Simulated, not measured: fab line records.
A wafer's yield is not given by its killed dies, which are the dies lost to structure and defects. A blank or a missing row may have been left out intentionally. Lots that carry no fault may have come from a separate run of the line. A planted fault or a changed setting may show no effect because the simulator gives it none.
Matching of chambers / flow sky130 / cmp-01 running SKY_VIA2_CMP_24: 4 sister chambers
The step polishes, stops on SiO2, t overpolish 20 s, target thk 0 nm. 8 wafers are shown with their chamber, then 8 later ones without.

== WAFERS, EACH WITH ITS CHAMBER ==
wafer=L641.4; chamber=3; motor current A (A)=11.5; time to endpoint s (s)=95
wafer=L641.6; chamber=3; motor current A (A)=11.1; time to endpoint s (s)=96
wafer=L649.2; chamber=1; motor current A (A)=11.3; time to endpoint s (s)=111
wafer=L649.6; chamber=2; motor current A (A)=10.0; time to endpoint s (s)=106
wafer=L650.1; chamber=2; motor current A (A)=10.1; time to endpoint s (s)=101
wafer=L650.4; chamber=1; motor current A (A)=11.3; time to endpoint s (s)=105
wafer=L650.5; chamber=0; motor current A (A)=12.6; time to endpoint s (s)=101
wafer=L657.1; chamber=0; motor current A (A)=12.7; time to endpoint s (s)=103

== WAFERS WITH NO CHAMBER GIVEN ==
wafer=L657.2; motor current A (A)=10.9; time to endpoint s (s)=106
wafer=L657.5; motor current A (A)=10.6; time to endpoint s (s)=105
wafer=L658.4; motor current A (A)=11.1; time to endpoint s (s)=103
wafer=L658.5; motor current A (A)=12.5; time to endpoint s (s)=103
wafer=L658.6; motor current A (A)=10.9; time to endpoint s (s)=109
wafer=L660.2; motor current A (A)=11.3; time to endpoint s (s)=100
wafer=L660.3; motor current A (A)=12.3; time to endpoint s (s)=101
wafer=L660.4; motor current A (A)=10.8; time to endpoint s (s)=99

== EACH ONE'S CHAMBER ==
wafer=L657.2; from the rows above=can't be placed: 1 or 3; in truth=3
wafer=L657.5; from the rows above=can't be placed: 2 or 1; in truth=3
wafer=L658.4; from the rows above=can't be placed: 1 or 3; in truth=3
wafer=L658.5; from the rows above=0; in truth=0
wafer=L658.6; from the rows above=1; in truth=1
wafer=L660.2; from the rows above=can't be placed: 3 or 1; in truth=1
wafer=L660.3; from the rows above=0; in truth=0
wafer=L660.4; from the rows above=can't be placed: 3 or 1 or 2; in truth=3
Correct placement for 3 of the 8. Not placeable from these rows: 5 (in 4, the candidates include the true chamber). 0 placed wrongly.
How it was worked out, from the rows above alone: a wafer's distance from a chamber is the root of the sum, over the readings, of the square of ((its reading less the chamber's mean) divided by the reading's scatter). If the next closest chamber is less than 2 further off than the closest, the wafer can't be placed; otherwise it belongs to the closest. Each chamber's mean is taken over the wafers shown for it. The scatter: the root of (the sum of the squares of (reading less its chamber's mean) over the shown wafers, divided by (wafers less chambers)).
